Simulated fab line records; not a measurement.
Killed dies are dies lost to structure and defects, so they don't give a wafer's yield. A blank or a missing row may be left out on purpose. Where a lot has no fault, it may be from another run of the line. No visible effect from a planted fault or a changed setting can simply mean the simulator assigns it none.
fab line records	flow gf180mcu
[record] lots = 5	wafers = 15	last-day = 34
route steps=602 shown DUAL_GATE@147 POLY_GATE@157 HV_LDD@176
lots that met no fault: from a run of the same line without faults
start-h: start of the lot's first displayed wafer, in hours after the record's first day	wait-h: time in hours since the lot's previous step	" same as the row above	L1.1+2: a row that stands for several wafers	- no value present, or no start provided	* or withheld: withheld	< > ~ a bound
route shown NAME@n: NAME is a module with steps in the file, n the number in the route of the first one	usual: mean/standard deviation taken from wafers without a fault	same: alike in all rows	chamber/n: place in a boat	sites: the reading at each site	_std_site: their standard deviation	_edge_site: the outer-site mean with the inner-site mean subtracted	radius-mm: for every site, how far away it sits from the centre of the wafer	mask NAME#n: copy n	behind: the last tool/chamber to shape the wafer	hold: what put the lot on hold/how long, in hours/how the hold closed	device: the transistor (n, p or np) that didn't switch	end of line: tests of these same wafers at the route's end	a step with no rows: only its recipe	killed: the dies lost at the first sort to structure and to defects; this is not the yield of the wafer	map: a wafer's dies, x killed, . not, _ none there
set.NAME: the setting the step ran with; set.NAME@STEP: the setting that earlier step ran with	model.NAME: the simulator's own value behind a step, which no gauge read
lots seen at some steps along the route; tables by step, rows by wafer
services: when a tool's chamber went out of use (start-h, in hours from the record's first day, below 0 if earlier), for how many hours, and the reason
[[steps]]
[step GF_DUAL_GATE_COAT_06]
[recipe] resist = NOVOLAK	spin-rpm = 3000	resist-thk-nm = 1000
lot.wafer	tool	chamber	start-h	wait-h
L077.1+3+4	litho-track-04	0	184.03	0.1
L090.2+3+5	litho-track-04	0	280.80	0.1
L092.4+5+6	litho-track-03	0	293.52	0.1
L094.2+5+6	litho-track-04	0	305.35	0.1
L097.1+2+3	litho-track-04	0	325.28	0.1
[step GF_DUAL_GATE_SOFTBAKE_07]
[recipe] temp-c = 90	time-s = 60	resist = NOVOLAK
lot.wafer	tool	chamber	start-h	wait-h
L077.1+3+4	litho-track-04	0	184.18	0.1
L090.2+3+5	litho-track-04	0	280.95	0.1
L092.4+5+6	litho-track-03	0	293.67	0.1
L094.2+5+6	litho-track-04	0	305.50	0.1
L097.1+2+3	litho-track-04	0	325.43	0.1
[step GF_DUAL_GATE_EXPOSE_08]
[recipe] mask-id = Dualgate	target-cd-nm = 700	na = 0.6	source-shape = conventional	sigma-outer = 0.6	dose-mj = 140
lot.wafer	tool	chamber	start-h	wait-h	mask
L077.1+3+4	iline-stepper-02	0	-	-	Dualgate#0
L090.2+3+5	iline-stepper-02	0	-	-	Dualgate#0
L092.4+5+6	iline-stepper-01	0	-	-	Dualgate#0
L094.2+5+6	iline-stepper-01	0	-	-	Dualgate#0
L097.1+2+3	iline-stepper-02	0	-	-	Dualgate#0
[step GF_DUAL_GATE_PEB_09]
[recipe] temp-c = withheld	time-s = *	resist = NOVOLAK
lot.wafer	tool	chamber	start-h	wait-h
L077.1+3+4	litho-track-04	0	-	-
L090.2+3+5	litho-track-02	0	-	-
L092.4+5+6	litho-track-04	0	-	-
L094.2+5+6	litho-track-02	0	-	-
L097.1+2+3	litho-track-04	0	-	-
[step GF_DUAL_GATE_DEVELOP_10]
[recipe] develop-time-s = 60	dev-temp-c = 23
lot.wafer	tool	chamber	start-h	wait-h
L077.1+3+4	litho-track-04	0	191.78	0.1
L090.2+3+5	litho-track-02	0	290.01	0.1
L092.4+5+6	litho-track-04	0	303.45	0.1
L094.2+5+6	litho-track-02	0	315.46	0.1
L097.1+2+3	litho-track-04	0	335.73	0.1
[step GF_DUAL_GATE_OVL_MEAS_11]
[usual] DUAL_GATE_OVL = 0.6/1.2
lot.wafer	tool	chamber	start-h	wait-h	DUAL_GATE_OVL[nm]
L077.1	overlay-01	-	191.93	0.1	0.5
L077.3	"	-	"	"	1.6
L077.4	"	-	"	"	2.1
L090.2	overlay-01	-	290.14	0.1	-1.0
L090.3	"	-	"	"	-0.7
L090.5	"	-	"	"	-1.2
L092.4	overlay-01	-	303.54	0.1	0.4
L092.5	"	-	"	"	0.7
L092.6	"	-	"	"	-0.3
L094.2	overlay-02	-	315.59	0.1	0.9
L094.5	"	-	"	"	0.0
L094.6	"	-	"	"	0.8
L097.1	overlay-01	-	335.88	0.1	1.1
L097.2	"	-	"	"	0.8
L097.3	"	-	"	"	0.0
[step GF_DUAL_GATE_WET_ETCH_12]
[recipe] chemistry = dHF	target-depth-nm = 13	dry = n2-spin	target = SiO2	temp-c = 25	dilution = 100:1	time-s = 260
lot.wafer	tool	chamber	start-h	wait-h
L077.1+3+4	wet-bench-03	2	191.96	0.0
L090.2+3+5	wet-bench-03	3	290.17	0.0
L092.4+5+6	wet-bench-04	2	303.56	0.0
L094.2+5+6	wet-bench-04	0	315.62	0.0
L097.1+2+3	wet-bench-04	1	335.91	0.0
[step GF_DUAL_GATE_STRIP_13]
[recipe] chemistry = O2/N2	power-w = 1400	pressure-mtorr = 1500	platen-temp-c = 250	o2-flow-sccm = 3000	n2-flow-sccm = 300	overash-fraction = 0.5
[usual] drypump-motor-current-A = 5.58/0.27	heater-power-w = 358/56	oes-product-au = 0.716/0.0045	strip-time-to-endpoint-s = 12.63/0.035
lot.wafer	tool	chamber	start-h	wait-h	drypump-motor-current-A	heater-power-w	oes-product-au	rf-hours-counter-h	strip-time-to-endpoint-s
L077.1	plasma-asher-03	0	192.04	0.0	5.39	286	0.713	38	12.69
L077.3	"	1	"	"	5.87	440	0.714	-	12.69
L077.4	"	0	"	"	5.43	279	0.730	-	12.68
L090.2	plasma-asher-03	0	290.25	0.0	5.44	283	0.720	49	12.62
L090.3	"	0	"	"	5.42	283	0.718	-	12.68
L090.5	"	0	"	"	5.40	274	0.714	-	12.66
L092.4	plasma-asher-04	0	303.68	0.0	5.23	321	0.717	-	12.64
L092.5	"	1	"	"	6.10	276	0.719	-	12.66
L092.6	"	0	"	"	5.25	333	0.712	-	12.65
L094.2	plasma-asher-01	0	315.71	0.0	5.72	371	0.714	20	12.61
L094.5	"	1	"	"	5.29	383	0.718	-	12.58
L094.6	"	0	"	"	5.74	380	0.721	-	12.63
L097.1	plasma-asher-04	1	335.99	0.0	6.11	274	0.719	70	12.66
L097.2	"	0	"	"	5.26	337	0.731	70	12.67
L097.3	"	1	"	"	6.14	278	0.718	-	12.64
[step GF_DUAL_GATE_CLEAN_14]
[recipe] chemistry = SC1/SC2	mix = 1:4:20	temp-c = 70	time-s = 150	dry = n2-spin
lot.wafer	tool	chamber	start-h	wait-h
L077.1+3+4	wet-bench-04	0	192.14	0.1
L090.2+3+5	wet-bench-03	1	290.35	0.1
L092.4+5+6	wet-bench-01	2	303.75	0.0
L094.2+5+6	wet-bench-01	1	315.81	0.1
L097.1+2+3	wet-bench-04	3	336.09	0.1
[step GF_DUAL_GATE_OXIDATION_15]
[recipe] temp-c = 850	ambient = O2	stabilise-s = 600	purge-s = 300	target-thk-a = 70.98	ox-time-s = 1995
[usual] zone-power-upper-pct = 16.2/1.3
[same] ox-time-s = 1995
lot.wafer	tool	chamber	start-h	wait-h	zone-power-upper-pct
L077.1	furnace-01	0	192.19	0.0	14.4
L077.3	"	0	"	"	14.7
L077.4	"	0	"	"	14.6
L090.2	furnace-01	0	292.29	1.9	14.6
L090.3	"	0	"	"	14.3
L090.5	"	0	"	"	14.5
L092.4	furnace-01	0	303.80	0.0	14.6
L092.5	"	0	"	"	14.4
L092.6	"	0	"	"	14.5
L094.2	furnace-02	0	316.55	0.7	17.2
L094.5	"	0	"	"	17.1
L094.6	"	0	"	"	16.9
L097.1	furnace-02	0	336.18	0.0	17.2
L097.2	"	0	"	"	17.1
L097.3	"	0	"	"	17.1
[step GF_POLY_GATE_CVD_00]
[recipe] material = poly-Si	target-thk-nm = 200	temp-c = 620	time-s = 1200	pressure-mtorr = 200
[usual] zone-power-upper-pct = 9.3/0.45
lot.wafer	tool	chamber	start-h	wait-h	zone-power-upper-pct
L077.1	lpcvd-01	0	193.75	0.0	8.7
L077.3	"	0	"	"	8.8
L077.4	"	0	"	"	8.8
L090.2	lpcvd-01	1	293.84	0.0	9.7
L090.3	"	1	"	"	9.6
L090.5	"	1	"	"	9.6
L092.4	lpcvd-01	0	305.36	0.0	8.6
L092.5	"	0	"	"	8.5
L092.6	"	0	"	"	8.7
L094.2	lpcvd-02	0	318.10	0.0	9.8
L094.5	"	0	"	"	9.7
L094.6	"	0	"	"	9.7
L097.1	lpcvd-01	1	337.73	0.0	9.7
L097.2	"	1	"	"	9.7
L097.3	"	1	"	"	9.6
[step GF_POLY_GATE_THK_MEAS_01]
[recipe] reads = poly-Si_of_POLY_GATE_CVD_00
[usual] POLY_GATE_CVD_00_THK = 199.3/2.2
lot.wafer	tool	chamber	start-h	wait-h	POLY_GATE_CVD_00_THK[nm]
L077.1	film-metro-03	-	195.08	0.0	198.8
L077.3	"	-	"	"	197.3
L077.4	"	-	"	"	198.3
L090.2	film-metro-04	-	295.19	0.0	194.3
L090.3	"	-	"	"	194.0
L090.5	"	-	"	"	194.6
L092.4	film-metro-04	-	306.72	0.0	198.6
L092.5	"	-	"	"	198.3
L092.6	"	-	"	"	199.1
L094.2	film-metro-01	-	319.44	0.0	200.6
L094.5	"	-	"	"	199.4
L094.6	"	-	"	"	198.6
L097.1	film-metro-01	-	339.06	0.0	200.9
L097.2	"	-	"	"	199.8
L097.3	"	-	"	"	199.4
[step GF_POLY_GATE_DEHYDRATE_02]
[recipe] temp-c = 200	time-s = 60
lot.wafer	tool	chamber	start-h	wait-h
L077.1+3+4	litho-track-03	0	203.05	8.0
L090.2+3+5	litho-track-03	0	304.92	9.7
L092.4+5+6	litho-track-03	0	315.92	9.2
L094.2+5+6	litho-track-04	0	329.10	9.6
L097.1+2+3	litho-track-03	0	349.60	10.5
[step GF_POLY_GATE_HMDS_03]
[recipe] prime-time-s = 60	prime-temp-c = 120
lot.wafer	tool	chamber	start-h	wait-h
L077.1+3+4	litho-track-03	0	203.20	0.1
L090.2+3+5	litho-track-03	0	305.07	0.1
L092.4+5+6	litho-track-03	0	316.07	0.1
L094.2+5+6	litho-track-04	0	329.25	0.1
L097.1+2+3	litho-track-03	0	349.75	0.1
[step GF_POLY_GATE_COAT_04]
[recipe] resist = BARC	temp-c = withheld	time-s = withheld	spin-rpm = withheld	resist-thk-nm = withheld
lot.wafer	tool	chamber	start-h	wait-h
L077.1+3+4	litho-track-03	0	203.35	0.1
L090.2+3+5	litho-track-03	0	305.22	0.1
L092.4+5+6	litho-track-03	0	316.22	0.1
L094.2+5+6	litho-track-04	0	329.40	0.1
L097.1+2+3	litho-track-03	0	349.90	0.1
[step GF_POLY_GATE_COAT_05]
[recipe] resist = KrF	spin-rpm = withheld	resist-thk-nm = 700
lot.wafer	tool	chamber	start-h	wait-h
L077.1+3+4	litho-track-03	0	-	-
L090.2+3+5	litho-track-03	0	-	-
L092.4+5+6	litho-track-03	0	-	-
L094.2+5+6	litho-track-04	0	-	-
L097.1+2+3	litho-track-03	0	-	-
[step GF_POLY_GATE_SOFTBAKE_06]
[recipe] temp-c = 130	time-s = 60	resist = KrF
lot.wafer	tool	chamber	start-h	wait-h
L077.1+3+4	litho-track-03	0	-	-
L090.2+3+5	litho-track-03	0	-	-
L092.4+5+6	litho-track-03	0	-	-
L094.2+5+6	litho-track-04	0	-	-
L097.1+2+3	litho-track-03	0	-	-
[step GF_POLY_GATE_EXPOSE_07]
[recipe] mask-id = Poly2	target-cd-nm = 280	na = 0.68	source-shape = conventional	sigma-outer = 0.6	dose-mj = 28
lot.wafer	tool	chamber	start-h	wait-h	mask
L077.1+3+4	krf-scanner-02	0	-	-	Poly2#0
L090.2+3+5	krf-scanner-02	0	-	-	Poly2#0
L092.4+5+6	krf-scanner-01	0	-	-	Poly2#0
L094.2+5+6	krf-scanner-02	0	-	-	Poly2#0
L097.1+2+3	krf-scanner-02	0	-	-	Poly2#0
[step GF_POLY_GATE_PEB_08]
[recipe] peb-temp-c = 135	peb-time-s = 90	resist = KrF
lot.wafer	tool	chamber	start-h	wait-h
L077.1+3+4	litho-track-04	0	-	-
L090.2+3+5	litho-track-03	0	-	-
L092.4+5+6	litho-track-04	0	-	-
L094.2+5+6	litho-track-03	0	-	-
L097.1+2+3	litho-track-01	0	-	-
[step GF_POLY_GATE_DEVELOP_09]
[recipe] develop-time-s = 60	resist = KrF	dev-temp-c = 21
lot.wafer	tool	chamber	start-h	wait-h
L077.1+3+4	litho-track-04	0	212.13	0.2
L090.2+3+5	litho-track-03	0	315.42	0.2
L092.4+5+6	litho-track-04	0	326.75	0.1
L094.2+5+6	litho-track-03	0	340.22	0.2
L097.1+2+3	litho-track-01	0	361.02	0.2
[step GF_POLY_GATE_CD_MEAS_10]
[recipe] target-cd-nm = 280
[usual] cd-nm = 280.1/1
lot.wafer	tool	chamber	start-h	wait-h	cd-nm
L077.1	cd-sem-02	-	212.28	0.1	279.7
L077.3	"	-	"	"	280.3
L077.4	"	-	"	"	279.0
L090.2	cd-sem-01	-	315.57	0.1	281.8
L090.3	"	-	"	"	281.8
L090.5	"	-	"	"	282.1
L092.4	cd-sem-01	-	326.89	0.1	281.6
L092.5	"	-	"	"	281.5
L092.6	"	-	"	"	281.8
L094.2	cd-sem-01	-	340.37	0.1	280.2
L094.5	"	-	"	"	279.1
L094.6	"	-	"	"	278.7
L097.1	cd-sem-01	-	361.17	0.1	280.5
L097.2	"	-	"	"	281.8
L097.3	"	-	"	"	280.5
[step GF_POLY_GATE_OVL_MEAS_11]
[usual] POLY_GATE_OVL = -1/6.1
lot.wafer	tool	chamber	start-h	wait-h	POLY_GATE_OVL[nm]
L077.1	overlay-02	-	212.40	0.1	-3
L077.3	"	-	"	"	-7
L077.4	"	-	"	"	2
L090.2	overlay-01	-	315.67	0.1	4
L090.3	"	-	"	"	9
L090.5	"	-	"	"	9
L092.4	overlay-01	-	326.96	0.1	-11
L092.5	"	-	"	"	-1
L092.6	"	-	"	"	-9
L094.2	overlay-02	-	340.47	0.1	7
L094.5	"	-	"	"	7
L094.6	"	-	"	"	3
L097.1	overlay-02	-	361.29	0.1	-14
L097.2	"	-	"	"	-3
L097.3	"	-	"	"	-5
[step GF_POLY_GATE_ETCH_12]
[recipe] chemistry = N2/H2	target-depth-a = withheld	overetch-a = withheld	time-s = withheld	target = BARC	ion-energy-ev = 200	source-w = 500	bias-w = 100	pressure-mtorr = 30	n2-flow-sccm = 100	h2-flow-sccm = 200
[usual] drypump-motor-current-A = 5.9/0.41	oes-product-au = 0.735/0.0037	throttle-valve-pct = 13.213/0.0093
lot.wafer	tool	chamber	start-h	wait-h	drypump-motor-current-A	oes-product-au	throttle-valve-pct
L077.1	rie-diel-04	2	212.43	0.0	5.6	0.734	13.222
L077.3	"	0	"	"	6.4	0.735	13.207
L077.4	"	1	"	"	6.5	0.737	13.194
L090.2	rie-diel-01	2	315.70	0.0	5.7	0.737	13.207
L090.3	"	1	"	"	5.6	0.734	13.195
L090.5	"	2	"	"	5.7	0.730	13.226
L092.4	rie-diel-04	3	326.98	0.0	5.8	0.738	13.210
L092.5	"	2	"	"	5.6	0.736	13.210
L092.6	"	3	"	"	5.8	0.731	13.215
L094.2	rie-diel-01	0	340.50	0.0	6.4	0.736	13.214
L094.5	"	1	"	"	5.6	0.735	13.219
L094.6	"	0	"	"	6.5	0.740	13.219
L097.1	rie-diel-01	0	361.32	0.0	6.4	0.739	13.213
L097.2	"	1	"	"	5.6	0.738	13.232
L097.3	"	3	"	"	5.5	0.740	13.213
[step GF_POLY_GATE_ETCH_13]
[recipe] target = poly-Si	target-depth-nm = 198.5	stop-on = SiO2	over-etch-frac = 0.403	chemistry = HBr/Cl2	icp-w = 400	bias-w = 100	pressure-mtorr = 10	HBr_flow_sccm = 150	Cl2_flow_sccm = 50	time-s = 69.6
[usual] drypump-motor-current-A = 5.7/0.3	oes-product-au = 0.987/0.0072	throttle-valve-pct = 33.684/0.0091
lot.wafer	tool	chamber	start-h	wait-h	drypump-motor-current-A	oes-product-au	rf-hours-counter-h	throttle-valve-pct
L077.1	rie-si-02	3	212.48	-	5.7	0.982	114	33.680
L077.3	"	2	"	"	5.5	0.984	53	33.694
L077.4	"	0	"	"	6.0	0.984	2	33.678
L090.2	rie-si-01	2	315.75	-	6.0	0.971	6	33.700
L090.3	"	1	"	"	5.8	0.979	0	33.702
L090.5	"	2	"	"	6.0	0.970	-	33.675
L092.4	rie-si-01	2	327.03	-	6.0	0.991	6	33.680
L092.5	"	3	"	"	6.0	0.972	-	33.678
L092.6	"	0	"	"	5.1	0.982	-	33.684
L094.2	rie-si-02	2	340.55	-	5.4	0.993	54	33.693
L094.5	"	1	"	"	5.8	0.983	-	33.678
L094.6	"	3	"	"	5.6	0.995	-	33.684
L097.1	rie-si-01	2	361.37	-	6.0	0.982	6	33.691
L097.2	"	3	"	"	6.0	0.999	1	33.687
L097.3	"	0	"	"	5.1	0.980	1	33.698
[step GF_POLY_GATE_STRIP_14]
[recipe] chemistry = O2/N2	power-w = 1400	pressure-mtorr = 1500	platen-temp-c = 250	o2-flow-sccm = 3000	n2-flow-sccm = 300	overash-fraction = 0.5
[usual] drypump-motor-current-A = 5.54/0.25	heater-power-w = 364/52	oes-product-au = 0.505/0.0044
lot.wafer	tool	chamber	start-h	wait-h	drypump-motor-current-A	heater-power-w	oes-product-au	rf-hours-counter-h
L077.1	plasma-asher-01	0	212.54	0.0	5.78	374	0.511	9
L077.3	"	0	"	"	5.78	373	0.502	-
L077.4	"	1	"	"	5.33	389	0.499	-
L090.2	plasma-asher-02	0	315.81	0.0	5.02	314	0.510	68
L090.3	"	0	"	"	5.04	306	0.504	-
L090.5	"	1	"	"	5.57	348	0.506	-
L092.4	plasma-asher-01	0	327.12	0.1	5.73	365	0.511	-
L092.5	"	1	"	"	5.32	375	0.504	-
L092.6	"	0	"	"	5.75	370	0.513	-
L094.2	plasma-asher-01	1	340.61	0.0	5.31	381	0.509	22
L094.5	"	0	"	"	5.75	364	0.509	-
L094.6	"	1	"	"	5.32	387	0.498	-
L097.1	plasma-asher-03	0	361.43	0.0	5.36	279	0.502	55
L097.2	"	1	"	"	5.85	442	0.504	55
L097.3	"	1	"	"	5.88	438	0.511	-
[step GF_POLY_GATE_CLEAN_15]
[recipe] chemistry = SC1/SC2	mix = 1:4:20	temp-c = 70	time-s = 150	dry = n2-spin
lot.wafer	tool	chamber	start-h	wait-h
L077.1+3+4	wet-bench-04	1	212.64	0.1
L090.2+3+5	wet-bench-02	2	315.91	0.1
L092.4+5+6	wet-bench-04	3	327.19	0.0
L094.2+5+6	wet-bench-02	0	340.71	0.1
L097.1+2+3	wet-bench-02	1	361.53	0.1
[step GF_POLY_GATE_OXIDATION_16]
[recipe] temp-c = 850	ambient = O2	stabilise-s = 600	purge-s = 300	target-thk-a = 40	ox-time-s = 899
[usual] zone-power-upper-pct = 15.7/1.3
[same] ox-time-s = 899
lot.wafer	tool	chamber	start-h	wait-h	zone-power-upper-pct
L077.1	furnace-01	0	212.69	0.0	14.3
L077.3	"	0	"	"	14.6
L077.4	"	0	"	"	14.1
L090.2	furnace-01	0	316.93	1.0	14.5
L090.3	"	0	"	"	14.2
L090.5	"	0	"	"	14.5
L092.4	furnace-02	0	327.41	0.2	17.2
L092.5	"	0	"	"	17.2
L092.6	"	0	"	"	17.3
L094.2	furnace-01	0	341.57	0.8	14.3
L094.5	"	0	"	"	14.5
L094.6	"	0	"	"	14.3
L097.1	furnace-02	0	361.58	0.0	17.1
L097.2	"	0	"	"	17.2
L097.3	"	0	"	"	17.1
[step GF_POLY_GATE_THK_MEAS_17]
[recipe] reads = SiO2_of_POLY_GATE_OXIDATION_16
[usual] POLY_GATE_OXIDATION_THK = 4.00/0.07
lot.wafer	tool	chamber	start-h	wait-h	POLY_GATE_OXIDATION_THK[nm]
L077.1	film-metro-01	-	213.94	0.0	4.08
L077.3	"	-	"	"	4.03
L077.4	"	-	"	"	4.16
L090.2	film-metro-04	-	318.19	0.0	4.04
L090.3	"	-	"	"	4.09
L090.5	"	-	"	"	3.99
L092.4	film-metro-01	-	328.69	0.0	4.01
L092.5	"	-	"	"	4.00
L092.6	"	-	"	"	3.94
L094.2	film-metro-03	-	342.83	0.0	4.10
L094.5	"	-	"	"	4.04
L094.6	"	-	"	"	3.94
L097.1	film-metro-04	-	362.83	0.0	3.94
L097.2	"	-	"	"	3.87
L097.3	"	-	"	"	3.89
[step GF_POLY_GATE_CD_MEAS_18]
[usual] cd-nm = 280.2/1.4
lot.wafer	tool	chamber	start-h	wait-h	cd-nm
L077.1	cd-sem-02	-	214.00	0.1	279.9
L077.3	"	-	"	"	279.9
L077.4	"	-	"	"	279.5
L090.2	cd-sem-02	-	318.27	0.1	281.9
L090.3	"	-	"	"	282.2
L090.5	"	-	"	"	283.0
L092.4	cd-sem-02	-	328.80	0.1	281.6
L092.5	"	-	"	"	282.6
L092.6	"	-	"	"	281.9
L094.2	cd-sem-01	-	342.91	0.1	280.9
L094.5	"	-	"	"	277.9
L094.6	"	-	"	"	278.3
L097.1	cd-sem-01	-	362.89	0.1	280.5
L097.2	"	-	"	"	280.9
L097.3	"	-	"	"	280.6
[step GF_HV_LDD_DEHYDRATE_00]
[recipe] temp-c = 200	time-s = 60
lot.wafer	tool	chamber	start-h	wait-h
L077.1+3+4	litho-track-01	0	222.52	8.5
L090.2+3+5	litho-track-01	0	327.89	9.6
L092.4+5+6	litho-track-01	0	339.04	10.2
L094.2+5+6	litho-track-01	0	352.69	9.8
L097.1+2+3	litho-track-01	0	373.87	10.9
[step GF_HV_LDD_HMDS_01]
[recipe] prime-time-s = 60	prime-temp-c = 120
lot.wafer	tool	chamber	start-h	wait-h
L077.1+3+4	litho-track-01	0	222.67	0.1
L090.2+3+5	litho-track-01	0	328.04	0.1
L092.4+5+6	litho-track-01	0	339.19	0.1
L094.2+5+6	litho-track-01	0	352.84	0.1
L097.1+2+3	litho-track-01	0	374.02	0.1
[[services]]
tool	chamber	start-h	hours	kind
furnace-02	-	188.20	1.4	pm
rie-diel-01	1	190.06	9.8	repair
rie-diel-01	2	192.57	23.1	repair
krf-scanner-02	-	198.97	1.0	pm
rie-diel-01	1	208.36	2.7	repair
rie-si-01	-	209.98	2.8	pm
lpcvd-01	-	211.15	14.6	pm
rie-diel-01	-	213.84	0.9	repair
iline-stepper-02	-	218.04	5.0	repair
krf-scanner-02	-	221.16	0.8	pm
rie-si-01	-	224.80	0.6	repair
furnace-01	-	226.15	4.1	pm
lpcvd-01	-	243.68	1.0	repair
furnace-02	-	248.85	3.6	pm
rie-diel-01	0	250.25	4.6	repair
rie-si-01	2	254.09	1.0	repair
krf-scanner-02	-	260.81	5.0	repair
iline-stepper-02	-	261.07	1.7	pm
rie-diel-01	0	270.69	1.2	repair
rie-diel-01	0	275.48	16.6	repair
furnace-02	-	286.80	3.0	pm
plasma-asher-03	-	300.86	1.6	repair
krf-scanner-02	-	308.76	1.3	pm
krf-scanner-02	-	370.47	1.0	pm
[[key]]
fault none
